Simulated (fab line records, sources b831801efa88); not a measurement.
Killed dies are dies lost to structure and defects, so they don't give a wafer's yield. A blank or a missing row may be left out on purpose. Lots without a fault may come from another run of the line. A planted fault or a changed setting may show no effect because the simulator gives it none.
fab line records | flow sky130
record lots=5 wafers=14 last_day=50
route steps=708 shown METAL1@434
lots that met no fault: from a run of the same line without faults
start_h: hours from the record's first day to the start of the lot's first wafer shown | wait_h: hours since the lot's step before | " the same as in the row above | L1.1+2: a row that stands for several wafers | - no value, or no start given | * or withheld: withheld | < > ~ a bound
route shown NAME@n: a module of which the file shows steps, and the number in the route of the first | usual: mean/standard deviation of fault-free wafers | same: alike in all rows | chamber/n: place in a boat | sites: the reading at each site | _std_site: their standard deviation | _edge_site: outer sites' mean less inner sites' | radius_mm: how far each site lies from the wafer's centre | mask NAME#n: copy n | behind: the tool/chamber that last shaped the wafer | hold: why the lot was held/for how many hours/how that ended | device: the transistor (n, p or np) that didn't switch | end of line: the same wafers' tests at the end of the route | a step without rows: its recipe alone | killed: dies lost to structure and defects at the first sort, not the wafer's yield | map: a wafer's dies, x killed, . not, _ none there
set.NAME: the setting as run; set.NAME@STEP: as run at that earlier step | model.NAME: the simulator's own value behind a step, which no gauge read
lots at some steps of the route; a table a step, a row a wafer
services: from which hour (start_h, from the record's first day; less than 0 if before it) a tool's chamber was out of use, for how many hours, and why
## steps
# step SKY_METAL1_SPUTTER_00
# recipe material=Ti target_thk_nm=15 power_w=3000 time_s=10 chamber_pressure_pa=0.4
# step SKY_METAL1_SPUTTER_01
# recipe material=TiN target_thk_nm=20 power_w=6500 time_s=16.7 chamber_pressure_pa=0.4
# usual throttle_valve_pct=29.9/0.97
# columns lot.wafer tool chamber start_h wait_h throttle_valve_pct
L892.3 pvd_sputter-01 - 795.19 0.0 27.9
L892.4 " - " " 30.5
L892.5 " - " " 27.4
L895.2 pvd_sputter-04 - 814.99 0.0 30.9
L895.3 " - " " 28.3
L895.4 " - " " 30.7
L900.4 pvd_sputter-03 - 853.24 0.0 29.9
L900.5 " - " " 30.0
L906.1 pvd_sputter-03 - 899.94 0.0 29.9
L906.2 " - " " 29.5
L906.3 " - " " 29.4
L907.1 pvd_sputter-04 - 906.97 0.0 31.1
L907.3 " - " " 30.7
L907.5 " - " " 28.5
# step SKY_METAL1_SPUTTER_02
# recipe material=AlCu target_thk_nm=250 power_w=10600 time_s=13.3 chamber_pressure_pa=0.4
# usual throttle_valve_pct=29.9/0.99
# columns lot.wafer tool chamber start_h wait_h throttle_valve_pct
L892.3 pvd_sputter-01 - 795.21 0.0 27.5
L892.4 " - " " 30.3
L892.5 " - " " 27.5
L895.2 pvd_sputter-04 - 815.01 0.0 30.4
L895.3 " - " " 28.5
L895.4 " - " " 30.8
L900.4 pvd_sputter-03 - 853.27 0.0 29.9
L900.5 " - " " 30.0
L906.1 pvd_sputter-03 - 899.97 0.0 29.5
L906.2 " - " " 29.8
L906.3 " - " " 29.5
L907.1 pvd_sputter-04 - 907.00 0.0 31.3
L907.3 " - " " 30.5
L907.5 " - " " 28.5
# step SKY_METAL1_SPUTTER_03
# recipe material=Ti target_thk_nm=5 power_w=3000 time_s=3.3 chamber_pressure_pa=0.4
# step SKY_METAL1_SPUTTER_04
# recipe material=TiN target_thk_nm=70 power_w=6500 time_s=58.3 chamber_pressure_pa=0.4
# usual throttle_valve_pct=29.9/0.96
# columns lot.wafer tool chamber start_h wait_h throttle_valve_pct
L892.3 pvd_sputter-01 - 795.26 0.0 27.8
L892.4 " - " " 30.2
L892.5 " - " " 27.5
L895.2 pvd_sputter-04 - 815.06 0.0 30.8
L895.3 " - " " 28.5
L895.4 " - " " 30.8
L900.4 pvd_sputter-03 - 853.31 0.0 29.7
L900.5 " - " " 29.9
L906.1 pvd_sputter-03 - 900.01 0.0 29.5
L906.2 " - " " 29.6
L906.3 " - " " 29.2
L907.1 pvd_sputter-04 - 907.04 0.0 31.1
L907.3 " - " " 30.7
L907.5 " - " " 28.6
# step SKY_METAL1_RS_MEAS_05
# recipe thk_meas_gauge=four-point-probe reads=TiN_of_METAL1_SPUTTER_04+Ti_of_METAL1_SPUTTER_03+AlCu_of_METAL1_SPUTTER_02+TiN_of_METAL1_SPUTTER_01+Ti_of_METAL1_SPUTTER_00
# usual METAL1_ALCU_RS=0.1274/0.0013
# columns lot.wafer tool chamber start_h wait_h METAL1_ALCU_RS[ohm/sq]
L892.3 film_metro-02 - 795.35 0.1 0.1270
L892.4 " - " " 0.1269
L892.5 " - " " 0.1264
L895.2 film_metro-03 - 815.13 0.0 0.1273
L895.3 " - " " 0.1276
L895.4 " - " " 0.1277
L900.4 film_metro-02 - 853.42 0.1 0.1268
L900.5 " - " " 0.1269
L906.1 film_metro-02 - 900.06 0.0 0.1253
L906.2 " - " " 0.1271
L906.3 " - " " 0.1266
L907.1 film_metro-02 - 907.09 0.0 0.1276
L907.3 " - " " 0.1290
L907.5 " - " " 0.1285
# step SKY_METAL1_THK_MEAS_06
# recipe thk_meas_gauge=xrf reads=AlCu_of_METAL1_SPUTTER_02
# usual METAL1_ALCU_THK=246.6/2.9
# columns lot.wafer tool chamber start_h wait_h METAL1_ALCU_THK[nm]
L892.3 film_metro-02 - 795.45 0.1 249.1
L892.4 " - " " 248.8
L892.5 " - " " 251.4
L895.2 film_metro-03 - 815.24 0.1 245.6
L895.3 " - " " 246.2
L895.4 " - " " 246.2
L900.4 film_metro-02 - 853.51 0.1 248.1
L900.5 " - " " 247.7
L906.1 film_metro-02 - 900.18 0.1 250.2
L906.2 " - " " 247.4
L906.3 " - " " 248.4
L907.1 film_metro-02 - 907.21 0.1 245.7
L907.3 " - " " 245.1
L907.5 " - " " 243.6
# step SKY_METAL1_DEHYDRATE_07
# recipe temp_c=200 time_s=60
# step SKY_METAL1_HMDS_08
# recipe prime_time_s=60 prime_temp_c=120
# step SKY_METAL1_COAT_09
# recipe resist=BARC temp_c=withheld time_s=withheld spin_rpm=3000 resist_thk_nm=60
# step SKY_METAL1_COAT_10
# recipe resist=KrF-thick spin_rpm=3000 resist_thk_nm=450
# step SKY_METAL1_SOFTBAKE_11
# recipe temp_c=100 time_s=90 resist=KrF-thick
# step SKY_METAL1_EXPOSE_12
# recipe mask_id=MM1 na=0.8 source_shape=annular sigma_inner=0.55 sigma_outer=0.85 target_cd_nm=140 dose_mj=28
# usual focus_offset_nm=0.1/0.48
# same sigma_inner=0.55
# columns lot.wafer tool chamber start_h wait_h mask focus_offset_nm
L892.3 krf_scanner-02 0 809.22 - MM1#0 0.4
L892.4 " 0 " " MM1#0 1.2
L892.5 " 0 " " MM1#0 0.1
L895.2 krf_scanner-01 0 827.65 - MM1#0 -0.3
L895.3 " 0 " " MM1#0 -0.4
L895.4 " 0 " " MM1#0 0.1
L900.4 krf_scanner-01 0 866.96 - MM1#0 -0.3
L900.5 " 0 " " MM1#0 0.3
L906.1 krf_scanner-02 0 912.34 - MM1#0 -0.3
L906.2 " 0 " " MM1#0 0.0
L906.3 " 0 " " MM1#0 -0.2
L907.1 krf_scanner-02 0 919.80 - MM1#0 -0.3
L907.3 " 0 " " MM1#0 -0.3
L907.5 " 0 " " MM1#0 0.3
# step SKY_METAL1_PEB_13
# recipe peb_temp_c=withheld peb_time_s=withheld resist=KrF-thick
# step SKY_METAL1_DEVELOP_14
# recipe develop_time_s=60 resist=KrF-thick dev_temp_c=21
# step SKY_METAL1_CD_MEAS_15
# recipe target_cd_nm=140
# usual cd_nm=139.4/1.6
# columns lot.wafer tool chamber start_h wait_h cd_nm
L892.3 cd_sem-02 - 821.58 - 139.4
L892.4 " - " " 139.0
L892.5 " - " " 140.3
L895.2 cd_sem-01 - 841.10 - 139.3
L895.3 " - " " 138.6
L895.4 " - " " 139.7
L900.4 cd_sem-02 - 879.75 - 138.8
L900.5 " - " " 58.7
L906.1 cd_sem-02 - 924.84 - 139.6
L906.2 " - " " 139.3
L906.3 " - " " 139.7
L907.1 cd_sem-01 - 931.84 - 141.0
L907.3 " - " " 142.0
L907.5 " - " " 141.5
# step SKY_METAL1_OVL_MEAS_16
# usual METAL1_OVL=-6/5.6
# columns lot.wafer tool chamber start_h wait_h METAL1_OVL[nm]
L892.3 overlay-01 - 821.67 0.1 -15
L892.4 " - " " -8
L892.5 " - " " -6
L895.2 overlay-02 - 841.21 0.1 3
L895.3 " - " " 1
L895.4 " - " " 3
L900.4 overlay-02 - 879.83 0.1 -7
L900.5 " - " " -11
L906.1 overlay-02 - 924.96 0.1 0
L906.2 " - " " -8
L906.3 " - " " -1
L907.1 overlay-01 - 931.96 0.1 -5
L907.3 " - " " -7
L907.5 " - " " -5
# step SKY_METAL1_DESCUM_17
# recipe chemistry=O2 source_power_w=150 bias_power_w=0 pressure_mtorr=10 temp_c=40 time_s=8
# usual drypump_motor_current_A=5.68/0.25 he_backside_leak_sccm=3.26/0.21 oes_product_au=1.001/0.008
# columns lot.wafer tool chamber start_h wait_h drypump_motor_current_A he_backside_leak_sccm oes_product_au rf_hours_counter_h model.METAL1.cd_nm
L892.3 rie_metal-03 1 821.71 0.0 5.79 3.12 1.007 - 139.1
L892.4 " 0 " " 5.84 3.18 1.012 - 138.6
L892.5 " 1 " " 5.80 3.23 1.013 - 139.9
L895.2 rie_metal-03 0 841.24 0.0 5.83 3.16 0.998 16 139.3
L895.3 " 1 " " 5.79 2.89 1.011 - 138.7
L895.4 " 0 " " 5.82 3.27 1.024 - 140.2
L900.4 rie_metal-03 1 879.88 0.0 5.79 3.55 1.004 - 139
L900.5 " 1 " " 5.79 3.54 1.003 - 58.97
L906.1 rie_metal-03 0 925.00 0.0 5.84 3.08 1.000 1 139.6
L906.2 " 1 " " 5.78 2.97 1.006 17 139.1
L906.3 " 1 " " 5.79 3.14 0.999 - 139.9
L907.1 rie_metal-02 0 931.99 0.0 5.17 3.11 1.001 9 140.7
L907.3 " 0 " " 5.17 3.07 1.007 - 142
L907.5 " 0 " " 5.21 3.04 1.000 - 141.6
# step SKY_METAL1_ETCH_18
# recipe chemistry=N2/H2 target=BARC ion_energy_ev=200 bias_w=100 pressure_mtorr=30 n2_flow_sccm=100 h2_flow_sccm=200 icp_w=500 stop_on=SiO2 time_s=45.9 target_depth_a=600
# usual drypump_motor_current_A=5.69/0.25 he_backside_leak_sccm=3.3/0.31 oes_product_au=0.855/0.005 throttle_valve_pct=13.225/0.0089
# columns lot.wafer tool chamber start_h wait_h drypump_motor_current_A he_backside_leak_sccm oes_product_au rf_hours_counter_h throttle_valve_pct
L892.3 rie_metal-03 1 821.75 0.0 5.80 3.1 0.856 - 13.214
L892.4 " 0 " " 5.85 3.1 0.857 - 13.225
L892.5 " 1 " " 5.80 3.1 0.855 - 13.212
L895.2 rie_metal-03 0 841.27 0.0 5.85 3.2 0.860 16 13.233
L895.3 " 1 " " 5.80 3.3 0.850 - 13.226
L895.4 " 0 " " 5.81 3.1 0.857 - 13.236
L900.4 rie_metal-03 1 879.97 0.1 5.81 3.3 0.855 - 13.231
L900.5 " 1 " " 5.81 3.1 0.852 - 13.221
L906.1 rie_metal-03 0 925.03 0.0 5.86 3.3 0.852 1 13.236
L906.2 " 1 " " 5.80 3.1 0.855 17 13.229
L906.3 " 1 " " 5.80 3.3 0.861 - 13.238
L907.1 rie_metal-02 0 932.05 0.1 5.20 3.1 0.847 9 13.240
L907.3 " 0 " " 5.20 3.1 0.852 - 13.238
L907.5 " 0 " " 5.17 3.3 0.854 - 13.218
# step SKY_METAL1_METAL_ETCH_19
# recipe target_depth_a=3600 stop_on=SiO2 over_etch_frac=0.3 time_s=78 chemistry=Cl2/BCl3 resist_sidewall_deg=88 pressure_mtorr=10 icp_w=900 bias_w=48.5 Cl2_flow_sccm=60 bcl3_flow_sccm=30
# usual drypump_motor_current_A=5.68/0.25 he_backside_leak_sccm=3.28/0.25 oes_product_au=0.853/0.0057 throttle_valve_pct=22.264/0.0092
# columns lot.wafer tool chamber start_h wait_h drypump_motor_current_A he_backside_leak_sccm oes_product_au rf_hours_counter_h throttle_valve_pct model.METAL1.cd_nm
L892.3 rie_metal-03 1 821.82 0.1 5.79 3.18 0.852 - 22.278 138.9
L892.4 " 0 " " 5.85 3.12 0.850 - 22.274 141.7
L892.5 " 1 " " 5.79 3.07 0.850 - 22.273 139.7
L895.2 rie_metal-03 0 841.34 0.0 5.87 3.05 0.851 16 22.269 138.4
L895.3 " 1 " " 5.80 3.04 0.857 - 22.265 138.6
L895.4 " 0 " " 5.87 3.26 0.853 - 22.264 141.5
L900.4 rie_metal-03 1 880.12 0.1 5.80 2.90 0.851 - 22.266 138.7
L900.5 " 1 " " 5.81 3.19 0.857 - 22.280 58.03
L906.1 rie_metal-03 0 925.09 0.0 5.87 3.23 0.856 1 22.260 138.2
L906.2 " 1 " " 5.78 3.21 0.857 17 22.268 137.8
L906.3 " 1 " " 5.78 2.97 0.859 - 22.261 140.3
L907.1 rie_metal-02 0 932.18 0.1 5.18 3.36 0.850 9 22.255 139.5
L907.3 " 0 " " 5.18 3.22 0.846 - 22.256 140.1
L907.5 " 0 " " 5.17 3.14 0.848 - 22.271 139.8
# step SKY_METAL1_STRIP_20
# recipe chemistry=O2/N2 power_w=1400 pressure_mtorr=1500 platen_temp_c=withheld o2_flow_sccm=3000 n2_flow_sccm=300 overash_fraction=0.5
# usual drypump_motor_current_A=5.6/0.48 oes_product_au=0.343/0.0045 strip_time_to_endpoint_s=2.69/0.032
# columns lot.wafer tool chamber start_h wait_h drypump_motor_current_A oes_product_au rf_hours_counter_h strip_time_to_endpoint_s
L892.3 plasma_asher-02 0 821.91 0.1 5.9 0.340 - 2.68
L892.4 " 1 " " 6.0 0.343 - 2.64
L892.5 " 1 " " 6.0 0.342 - 2.70
L895.2 plasma_asher-04 1 841.43 0.1 5.1 0.339 99 2.62
L895.3 " 1 " " 5.1 0.339 - 2.64
L895.4 " 0 " " 5.2 0.348 - 2.65
L900.4 plasma_asher-02 1 880.25 0.1 6.0 0.343 - 2.70
L900.5 " 1 " " 6.0 0.344 - 2.73
L906.1 plasma_asher-04 1 925.18 0.1 5.1 0.341 107 2.71
L906.2 " 0 " " 5.2 0.351 107 2.72
L906.3 " 0 " " 5.2 0.342 - 2.73
L907.1 plasma_asher-03 1 932.36 0.1 5.9 0.344 19 2.66
L907.3 " 0 " " 6.5 0.339 - 2.65
L907.5 " 1 " " 5.9 0.343 - 2.66
## services
# columns tool chamber start_h hours kind
krf_scanner-01 - 794.76 3.0 pm
pvd_sputter-03 - 799.00 24.2 repair
krf_scanner-01 - 802.42 0.8 pm
rie_metal-02 - 802.57 5.0 repair
pvd_sputter-04 1 809.19 - consumable_replace:kit
pvd_sputter-04 1 809.19 18.0 scheduled_down
pvd_sputter-04 - 810.55 0.9 repair
krf_scanner-02 - 814.10 0.8 pm
krf_scanner-01 - 816.75 1.0 pm
krf_scanner-02 - 819.81 0.8 pm
krf_scanner-02 - 832.33 1.0 pm
krf_scanner-01 - 858.09 1.3 pm
plasma_asher-03 - 859.04 0.6 repair
plasma_asher-02 - 863.32 0.7 repair
rie_metal-02 - 872.29 2.7 repair
krf_scanner-02 - 876.80 1.3 pm
rie_metal-03 0 878.02 - clean
rie_metal-03 0 878.02 22.2 scheduled_down
rie_metal-03 0 878.02 22.2 vent_cycle
krf_scanner-02 - 878.49 1.4 repair
plasma_asher-02 - 895.49 0.8 repair
krf_scanner-01 - 898.70 6.3 repair
krf_scanner-01 - 911.71 3.6 pm
krf_scanner-01 - 916.74 22.7 repair
## key
first_sign step=SKY_METAL1_CD_MEAS_15 reading=cd_nm direction=down sigmas=52 usual=139.4 struck=58.7
effect none on later readings
model_effect step=SKY_METAL1_DESCUM_17 value=METAL1.cd_nm without=139.9 struck=58.97
model_effect step=SKY_METAL1_METAL_ETCH_19 value=METAL1.cd_nm without=138.9 struck=58.03
met_at SKY_METAL1_EXPOSE_12
struck_wafers L900.5
later_rows_left_out L900.5
sort_left_out L900.5
onset_between 827.65 866.96
fault kind=process_parameter_drift tool=krf_scanner-01 chamber=- onset_h=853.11 steps=SKY_METAL1_EXPOSE_12 channel=focus_nm offset=346.21 shape=step end_h=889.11 scope=struck_wafers_only
# sort_left_out: the simulated sort isn't trusted on such a fault, so these wafers' sort isn't shown, and their yield isn't known
# later_rows_left_out: the simulator's readings of these wafers behind a module that went badly wrong aren't trusted and aren't shown, but for the sort
